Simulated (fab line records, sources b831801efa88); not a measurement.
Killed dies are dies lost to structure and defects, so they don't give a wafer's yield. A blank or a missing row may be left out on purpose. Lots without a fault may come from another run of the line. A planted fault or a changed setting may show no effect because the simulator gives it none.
fab line records | flow sfq_line
record lots=5 wafers=15 last_day=74
route steps=325 shown L0V@17 M0@28 I0@43 M1@58 M8@325
lots that met no fault: from a run of the same line without faults
start_h: hours from the record's first day to the start of the lot's first wafer shown | wait_h: hours since the lot's step before | " the same as in the row above | L1.1+2: a row that stands for several wafers | - no value, or no start given | * or withheld: withheld | < > ~ a bound
route shown NAME@n: a module of which the file shows steps, and the number in the route of the first | usual: mean/standard deviation of fault-free wafers | same: alike in all rows | chamber/n: place in a boat | sites: the reading at each site | _std_site: their standard deviation | _edge_site: outer sites' mean less inner sites' | radius_mm: how far each site lies from the wafer's centre | mask NAME#n: copy n | behind: the tool/chamber that last shaped the wafer | hold: why the lot was held/for how many hours/how that ended | device: the transistor (n, p or np) that didn't switch | end of line: the same wafers' tests at the end of the route | a step without rows: its recipe alone | killed: dies lost to structure and defects at the first sort, not the wafer's yield | map: a wafer's dies, x killed, . not, _ none there
set.NAME: the setting as run; set.NAME@STEP: as run at that earlier step | model.NAME: the simulator's own value behind a step, which no gauge read
lots at some steps of the route; a table a step, a row a wafer
services: from which hour (start_h, from the record's first day; less than 0 if before it) a tool's chamber was out of use, for how many hours, and why
## steps
# step SFQ_TRILAYER_L0_VIA_LITHO_COAT_018
# recipe resist=BARC spin_rpm=3000 resist_thk_nm=62
# step SFQ_TRILAYER_L0_VIA_LITHO_COAT_013
# recipe resist=KrF spin_rpm=3000 resist_thk_nm=650
# step SFQ_TRILAYER_L0_VIA_LITHO_SOFTBAKE_017
# recipe temp_c=withheld time_s=withheld resist=KrF
# step SFQ_TRILAYER_L0_VIA_LITHO_EXPOSE_014
# recipe mask_id=L0V na=0.6 source_shape=conventional sigma_outer=0.65 target_cd_nm=700 dose_mj=21.3
# step SFQ_TRILAYER_L0_VIA_LITHO_PEB_016
# recipe peb_temp_c=115 peb_time_s=60 resist=KrF
# step SFQ_TRILAYER_L0_VIA_LITHO_DEVELOP_015
# recipe time_s=60 resist=KrF
# step SFQ_L0V_OVL_MEAS_903
# usual L0V_OVL=-5/6.1
# columns lot.wafer tool chamber start_h wait_h L0V_OVL[nm]
L439.1 overlay-02 - 139.01 0.1 -8
L439.4 " - " " -11
L439.6 " - " " -5
L446.1 overlay-02 - 187.36 0.1 -9
L446.3 " - " " -8
L446.5 " - " " -3
L448.2 overlay-01 - 198.17 0.1 1
L448.3 " - " " -13
L448.5 " - " " -11
L452.1 overlay-02 - 222.26 0.1 -8
L452.5 " - " " -16
L452.6 " - " " -11
L453.2 overlay-01 - 228.34 0.1 -9
L453.4 " - " " -9
L453.5 " - " " -6
# step SFQ_TRILAYER_L0_VIA_BARC_OPEN_VIA_ETCH_021
# recipe mask_material=PR chemistry=O2 target_depth_nm=125 target=BARC source_w=500 bias_w=80 pressure_mtorr=30 time_s=41.7
# step SFQ_TRILAYER_L0_VIA_ETCH_VIA_ETCH_016
# recipe target=SiO2 stop_on=MoNx_KI mask_material=PR chemistry=CHF3 target_depth_nm=80 source_w=500 bias_w=80 pressure_mtorr=30 time_s=withheld
# usual drypump_motor_current_A=5.7/0.35 oes_product_au=0.842/0.0075
# columns lot.wafer tool chamber start_h wait_h drypump_motor_current_A oes_product_au
L439.1 rie_diel-02 2 139.09 0.0 6.0 0.831
L439.4 " 2 " " 6.0 0.835
L439.6 " 0 " " 5.7 0.849
L446.1 rie_diel-02 1 187.44 0.0 5.2 0.830
L446.3 " 2 " " 6.0 0.830
L446.5 " 0 " " 5.8 0.847
L448.2 rie_diel-03 0 198.24 0.0 6.0 0.832
L448.3 " 3 " " 6.2 0.839
L448.5 " 3 " " 6.2 0.844
L452.1 rie_diel-03 3 222.34 0.0 6.2 0.843
L452.5 " 2 " " 5.5 0.850
L452.6 " 3 " " 6.2 0.853
L453.2 rie_diel-03 0 228.41 0.0 6.0 0.831
L453.4 " 3 " " 6.2 0.844
L453.5 " 1 " " 5.4 0.833
# step SFQ_TRILAYER_L0_VIA_STRIP_STRIP_017
# recipe gas=O2 power_w=200 platen_temp_c=40 overash_fraction=0.65 chemistry=O2 pressure_mtorr=50
# usual drypump_motor_current_A=5.89/0.18 oes_product_au=0.997/0.0081
# columns lot.wafer tool chamber start_h wait_h drypump_motor_current_A oes_product_au rf_hours_counter_h
L439.1 rie_metal-01 1 139.14 - 5.87 0.976 6
L439.4 " 1 " " 5.87 0.981 -
L439.6 " 0 " " 5.76 1.010 -
L446.1 rie_metal-02 1 187.48 - 6.23 1.003 169
L446.3 " 0 " " 5.64 1.002 -
L446.5 " 0 " " 5.63 1.008 -
L448.2 rie_metal-03 1 198.28 - 5.93 0.998 119
L448.3 " 1 " " 5.93 1.001 -
L448.5 " 0 " " 5.85 1.002 -
L452.1 rie_metal-02 1 222.38 - 6.25 0.997 175
L452.5 " 1 " " 6.24 0.999 -
L452.6 " 0 " " 5.61 0.995 -
L453.2 rie_metal-03 0 228.66 - 5.82 0.997 -
L453.4 " 0 " " 5.87 1.001 -
L453.5 " 0 " " 5.88 1.001 -
# step SFQ_TRILAYER_L0_VIA_STRIP_SOLV_CLEAN_018
# recipe chemistry=NMP temp_c=70 time_s=600
# step SFQ_TRILAYER_M0_DEP_PRE_CLEAN_020
# recipe gas=Ar time_s=15 bias_v=250
# step SFQ_TRILAYER_M0_DEP_SPUTTER_019
# recipe material=Nb base_pressure_pa=1.33e-06 chamber_pressure_pa=0.1333 substrate_temp_c=20 resputter_cathode_voltage_v=400 target_thk_nm=200 power_w=2000 time_s=133.3
# usual throttle_valve_pct=30.0/0.66
# columns lot.wafer tool chamber start_h wait_h throttle_valve_pct model.Nb_of_TRILAYER_M0_DEP_SPUTTER_019.thk_nm
L439.1 pvd_sputter-05 - 139.94 0.0 31.3 199.7
L439.4 " - " " 29.9 197.1
L439.6 " - " " 30.0 197.4
L446.1 pvd_sputter-04 - 188.46 0.0 29.9 199.3
L446.3 " - " " 30.2 201.1
L446.5 " - " " 29.5 199.2
L448.2 pvd_sputter-03 - 199.08 0.0 29.8 202.1
L448.3 " - " " 28.9 201.3
L448.5 " - " " 29.2 199.5
L452.1 pvd_sputter-04 - 223.18 0.0 30.5 200.3
L452.5 " - " " 30.0 182.9
L452.6 " - " " 29.8 196.4
L453.2 pvd_sputter-05 - 229.86 0.0 31.0 199.9
L453.4 " - " " 31.1 201.7
L453.5 " - " " 31.3 198.8
# step SFQ_M0_RS_MEAS_904
# recipe thk_meas_gauge=four-point-probe reads=Nb_of_TRILAYER_M0_DEP_SPUTTER_019
# usual M0_NB_RS=0.886/0.011
# columns lot.wafer tool chamber start_h wait_h hold M0_NB_RS[ohm/sq]
L439.1 film_metro-03 - 140.03 0.0 - 0.890
L439.4 " - " " - 0.900
L439.6 " - " " - 0.901
L446.1 film_metro-02 - 188.55 0.0 - 0.889
L446.3 " - " " - 0.884
L446.5 " - " " - 0.890
L448.2 film_metro-03 - 199.19 0.1 - 0.880
L448.3 " - " " - 0.883
L448.5 " - " " - 0.891
L452.1 film_metro-01 - 223.27 0.0 await_dispo/0.2h/release 0.889
L452.5 " - " " await_dispo/0.2h/release 0.974
L452.6 " - " " await_dispo/0.2h/release 0.906
L452.1 film_metro-01 - 223.56 0.3 - 0.889
L452.5 " - " " - 0.976
L452.6 " - " " - 0.909
L453.2 film_metro-02 - 229.97 0.1 - 0.889
L453.4 " - " " - 0.882
L453.5 " - " " - 0.893
# step SFQ_TRILAYER_M0_LITHO_COAT_021
# recipe resist=KrF spin_rpm=3000 resist_thk_nm=600
# step SFQ_TRILAYER_M0_LITHO_SOFTBAKE_025
# recipe temp_c=withheld time_s=withheld resist=KrF
# step SFQ_TRILAYER_M0_LITHO_EXPOSE_022
# recipe mask_id=M0 na=0.6 source_shape=conventional sigma_outer=0.65 target_cd_nm=500 dose_mj=14.4
# step SFQ_TRILAYER_M0_LITHO_PEB_024
# recipe peb_temp_c=115 peb_time_s=60 resist=KrF
# step SFQ_TRILAYER_M0_LITHO_DEVELOP_023
# recipe time_s=60 resist=KrF
# step SFQ_M0_OVL_MEAS_906
# usual M0_OVL=-1/4.4
# columns lot.wafer tool chamber start_h wait_h M0_OVL[nm]
L439.1 overlay-01 - 189.18 0.1 -2
L439.4 " - " " -2
L439.6 " - " " -1
L446.1 overlay-01 - 240.33 0.1 -2
L446.3 " - " " -4
L446.5 " - " " -5
L448.2 overlay-02 - 252.33 0.1 -12
L448.3 " - " " -7
L448.5 " - " " -5
L452.1 overlay-02 - 278.83 0.1 4
L452.5 " - " " 2
L452.6 " - " " 4
L453.2 overlay-01 - 284.83 0.1 0
L453.4 " - " " 0
L453.5 " - " " 0
# step SFQ_TRILAYER_M0_BARC_OPEN_METAL_ETCH_031
# recipe mask_material=PR chemistry=O2 target_depth_nm=125 target=BARC icp_w=600 bias_w=80 pressure_mtorr=10 time_s=41.7
# step SFQ_TRILAYER_M0_ETCH_METAL_ETCH_024
# recipe target=Nb stop_on=SiO2 mask_material=PR chemistry=Cl2/Ar target_depth_nm=240 icp_w=600 bias_w=80 pressure_mtorr=10 time_s=120
# usual drypump_motor_current_A=5.9/0.36 oes_product_au=0.895/0.0075
# columns lot.wafer tool chamber start_h wait_h drypump_motor_current_A oes_product_au rf_hours_counter_h
L439.1 rie_metal-01 1 189.27 0.0 5.8 0.900 14
L439.4 " 0 " " 5.8 0.886 -
L439.6 " 0 " " 5.8 0.882 -
L446.1 rie_metal-04 1 240.42 0.0 5.4 0.888 121
L446.3 " 0 " " 6.3 0.894 -
L446.5 " 1 " " 5.4 0.889 -
L448.2 rie_metal-04 0 252.42 0.0 6.4 0.903 177
L448.3 " 0 " " 6.4 0.897 -
L448.5 " 0 " " 6.4 0.895 -
L452.1 rie_metal-03 0 278.92 0.0 5.9 0.890 86
L452.5 " 1 " " 5.9 0.847 -
L452.6 " 0 " " 5.8 0.891 -
L453.2 rie_metal-04 1 284.92 0.0 5.4 0.893 126
L453.4 " 1 " " 5.4 0.897 -
L453.5 " 0 " " 6.4 0.893 -
# step SFQ_TRILAYER_M0_STRIP_STRIP_025
# recipe gas=O2 power_w=200 platen_temp_c=40 overash_fraction=0.65 chemistry=O2 pressure_mtorr=50
# usual drypump_motor_current_A=5.9/0.36 oes_product_au=1.002/0.0082
# columns lot.wafer tool chamber start_h wait_h drypump_motor_current_A oes_product_au rf_hours_counter_h
L439.1 rie_metal-01 1 189.40 0.1 5.8 0.997 14
L439.4 " 0 " " 5.8 0.997 -
L439.6 " 0 " " 5.8 1.001 -
L446.1 rie_metal-04 1 240.55 0.1 5.4 1.001 121
L446.3 " 0 " " 6.4 1.009 -
L446.5 " 1 " " 5.4 1.016 -
L448.2 rie_metal-04 0 252.55 0.1 6.4 1.005 177
L448.3 " 0 " " 6.4 0.999 -
L448.5 " 0 " " 6.4 1.003 -
L452.1 rie_metal-03 0 279.05 0.1 5.9 0.991 86
L452.5 " 1 " " 6.0 1.009 -
L452.6 " 0 " " 5.9 1.013 -
L453.2 rie_metal-04 1 285.05 0.1 5.4 1.009 126
L453.4 " 1 " " 5.4 1.008 -
L453.5 " 0 " " 6.4 1.011 -
# step SFQ_TRILAYER_M0_STRIP_SOLV_CLEAN_026
# recipe chemistry=NMP temp_c=70 time_s=600
# step SFQ_TRILAYER_I0_DEP_PECVD_027
# recipe material=SiO2 temp_c=150 time_s=111.11 pressure_torr=2.4 rf_w=183.3 precursor=SiH4/N2O target_thk_nm=500
# step SFQ_TRILAYER_I0_CMP_CMP_028
# recipe material=SiO2 down_force_psi=3 platen_rpm=60 pad_velocity_m_s=0.94248
# usual motor_current_A=10.6/1.1 time_to_endpoint_s=216/6.8
# columns lot.wafer tool chamber start_h wait_h motor_current_A time_to_endpoint_s
L439.1 cmp-01 2 190.85 0.6 9.4 204
L439.4 " 0 191.85 1.6 10.7 227
L439.6 " 3 193.35 3.1 12.4 224
L446.1 cmp-01 1 248.25 6.9 9.9 218
L446.3 " 3 249.25 7.9 11.9 211
L446.5 " 1 250.25 8.8 9.8 220
L448.2 cmp-02 2 258.07 4.7 10.9 212
L448.3 " 1 259.57 6.2 9.9 202
L448.5 " 2 " " 10.8 212
L452.1 cmp-01 3 283.69 3.8 12.5 228
L452.5 " 1 284.69 4.8 10.0 222
L452.6 " 2 " " 9.1 226
L453.2 cmp-02 0 290.77 4.9 11.6 223
L453.4 " 3 292.27 6.4 9.2 230
L453.5 " 0 " " 11.5 231
# step SFQ_I0_BOW_MEAS_907
# recipe mode=bow
# usual I0_BOW=0/6.6
# columns lot.wafer tool chamber start_h wait_h I0_BOW[um]
L439.1 film_metro-04 - 193.85 2.5 -8
L439.4 " - " " -3
L439.6 " - " " -5
L446.1 film_metro-03 - 251.25 2.5 18
L446.3 " - " " 15
L446.5 " - " " 1
L448.2 film_metro-03 - 261.09 2.5 -2
L448.3 " - " " -1
L448.5 " - " " -3
L452.1 film_metro-04 - 285.69 1.5 -12
L452.5 " - " " -12
L452.6 " - " " -1
L453.2 film_metro-03 - 293.79 2.5 0
L453.4 " - " " -7
L453.5 " - " " 5
# step SFQ_TRILAYER_I0_METRO_MEASURE_029
# step SFQ_TRILAYER_I0_VIA_LITHO_COAT_036
# recipe resist=BARC spin_rpm=3000 resist_thk_nm=62
# step SFQ_TRILAYER_I0_VIA_LITHO_COAT_031
# recipe resist=KrF spin_rpm=3000 resist_thk_nm=650
# step SFQ_TRILAYER_I0_VIA_LITHO_SOFTBAKE_035
# recipe temp_c=withheld time_s=withheld resist=KrF
# step SFQ_TRILAYER_I0_VIA_LITHO_EXPOSE_032
# recipe mask_id=I0 na=0.6 source_shape=conventional sigma_outer=0.65 target_cd_nm=500 dose_mj=21.3
# step SFQ_TRILAYER_I0_VIA_LITHO_PEB_034
# recipe peb_temp_c=115 peb_time_s=60 resist=KrF
# step SFQ_TRILAYER_I0_VIA_LITHO_DEVELOP_033
# recipe time_s=60 resist=KrF
# step SFQ_I0_OVL_MEAS_908
# usual I0_OVL=1/5.2
# columns lot.wafer tool chamber start_h wait_h I0_OVL[nm]
L439.1 overlay-02 - 265.08 0.1 9
L439.4 " - " " 2
L439.6 " - " " 2
L446.1 overlay-01 - 321.57 0.1 -5
L446.3 " - " " -4
L446.5 " - " " -9
L448.2 overlay-01 - 332.38 0.1 -1
L448.3 " - " " -8
L448.5 " - " " -9
L452.1 overlay-02 - 357.57 0.1 7
L452.5 " - " " 4
L452.6 " - " " 5
L453.2 overlay-02 - 365.98 0.1 0
L453.4 " - " " 3
L453.5 " - " " 5
# step SFQ_TRILAYER_I0_VIA_BARC_OPEN_VIA_ETCH_046
# recipe mask_material=PR chemistry=O2 target_depth_nm=125 target=BARC source_w=500 bias_w=80 pressure_mtorr=30 time_s=41.7
# step SFQ_TRILAYER_I0_VIA_ETCH_VIA_ETCH_034
# recipe target=SiO2 stop_on=Nb mask_material=PR taper_deg=20 chemistry=CHF3 target_depth_nm=260 source_w=500 bias_w=80 pressure_mtorr=30 time_s=withheld
# step SFQ_TRILAYER_I0_VIA_STRIP_STRIP_035
# recipe gas=O2 power_w=200 platen_temp_c=40 overash_fraction=0.65 chemistry=O2 pressure_mtorr=50
# usual drypump_motor_current_A=5.88/0.29 oes_product_au=0.999/0.009
# columns lot.wafer tool chamber start_h wait_h drypump_motor_current_A oes_product_au rf_hours_counter_h
L439.1 rie_metal-02 0 265.27 - 5.63 1.000 19
L439.4 " 1 " " 6.20 0.988 -
L439.6 " 1 " " 6.23 0.986 -
L446.1 rie_metal-04 0 321.76 - 6.37 1.016 193
L446.3 " 0 " " 6.39 1.000 -
L446.5 " 1 " " 5.44 1.001 -
L448.2 rie_metal-01 1 332.56 - 5.84 0.998 40
L448.3 " 1 " " 5.89 1.005 -
L448.5 " 0 " " 5.77 1.005 -
L452.1 rie_metal-02 1 357.76 - 6.27 0.994 7
L452.5 " 1 " " 6.25 0.996 -
L452.6 " 0 " " 5.63 0.992 -
L453.2 rie_metal-02 0 366.16 - 5.64 0.999 39
L453.4 " 0 " " 5.65 1.003 -
L453.5 " 0 " " 5.63 0.994 -
# step SFQ_TRILAYER_I0_VIA_STRIP_SOLV_CLEAN_036
# recipe chemistry=NMP temp_c=70 time_s=600
# step SFQ_TRILAYER_M1_DEP_PRE_CLEAN_038
# recipe gas=Ar time_s=22.5 bias_v=250
# step SFQ_M8_BOW_MEAS_951
# recipe mode=bow
# usual M8_BOW=9/9.8
# columns lot.wafer tool chamber start_h wait_h M8_BOW[um] model.etest.m0.ohm_um model.etest.m0.ohm_sq model.etest.i0.link_ohm
L439.1 film_metro-02 - 1728.24 0.0 -1 1.785 0.8904 1.964
L439.4 " - " " 5 1.808 0.9021 1.976
L439.6 " - " " 1 1.802 0.9006 1.982
L446.1 film_metro-03 - 1739.04 0.0 24 1.786 0.8924 1.965
L446.3 " - " " 22 1.763 0.8841 1.959
L446.5 " - " " 7 1.791 0.8926 1.962
L448.2 film_metro-04 - 1747.24 0.0 -15 1.755 0.8799 1.932
L448.3 " - " " -15 1.77 0.8833 1.938
L448.5 " - " " -16 1.792 0.8913 1.952
L452.1 film_metro-02 - 1763.03 0.0 0 1.768 0.8876 1.952
L452.5 " - " " 1 1.94 0.972 2.037
L452.6 " - " " 12 1.808 0.9055 1.972
L453.2 film_metro-02 - 1764.79 0.0 18 1.786 0.8897 1.991
L453.4 " - " " 13 1.773 0.8815 1.981
L453.5 " - " " 24 1.781 0.8943 1.986
## services
# columns tool chamber start_h hours kind
rie_metal-02 - 115.61 0.8 repair
rie_metal-03 - 119.00 0.2 repair
pvd_sputter-05 - 130.81 6.6 repair
rie_diel-02 1 132.39 2.6 repair
pvd_sputter-05 - 154.67 8.9 repair
rie_metal-04 1 156.14 1.6 repair
rie_diel-02 0 176.65 1.3 repair
cmp-02 - 185.28 4.0 repair
cmp-02 - 186.17 0.5 repair
rie_metal-04 - 205.07 0.6 repair
cmp-01 - 210.80 16.4 pm
rie_metal-03 - 211.18 1.1 repair
rie_diel-03 - 211.69 2.8 pm
rie_metal-03 1 216.37 18.4 repair
rie_diel-03 3 222.62 1.3 repair
cmp-02 - 235.84 4.0 pm
rie_diel-03 3 260.43 6.5 repair
rie_metal-04 1 263.21 12.3 repair
cmp-01 - 272.20 4.5 repair
rie_diel-03 1 278.05 25.2 repair
cmp-01 - 307.64 1.4 repair
rie_diel-03 1 316.50 3.7 repair
cmp-01 - 325.27 2.7 repair
rie_metal-03 1 354.09 18.4 repair
## key
first_sign step=SFQ_M0_RS_MEAS_904 reading=visit direction=added
effect step=SFQ_M0_RS_MEAS_904 reading=M0_NB_RS direction=up sigmas=8.3 usual=0.886 struck=0.974
effect step=SFQ_TRILAYER_M0_ETCH_METAL_ETCH_024 reading=oes_product_au direction=down sigmas=6.4 usual=0.895 struck=0.847
model_effect step=SFQ_TRILAYER_M0_DEP_SPUTTER_019 value=Nb_of_TRILAYER_M0_DEP_SPUTTER_019.thk_nm without=202.1 struck=182.9
model_effect step=SFQ_M8_BOW_MEAS_951 value=etest.m0.ohm_um without=1.757 struck=1.94
met_at SFQ_TRILAYER_M0_DEP_SPUTTER_019
struck_wafers L452.5
onset_between 188.46 223.18
fault kind=process_parameter_drift tool=pvd_sputter-04 chamber=- onset_h=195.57 steps=SFQ_TRILAYER_M0_DEP_SPUTTER_019 channel=time_s offset=* shape=step end_h=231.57 acts_in=* stated=* scope=struck_wafers_only
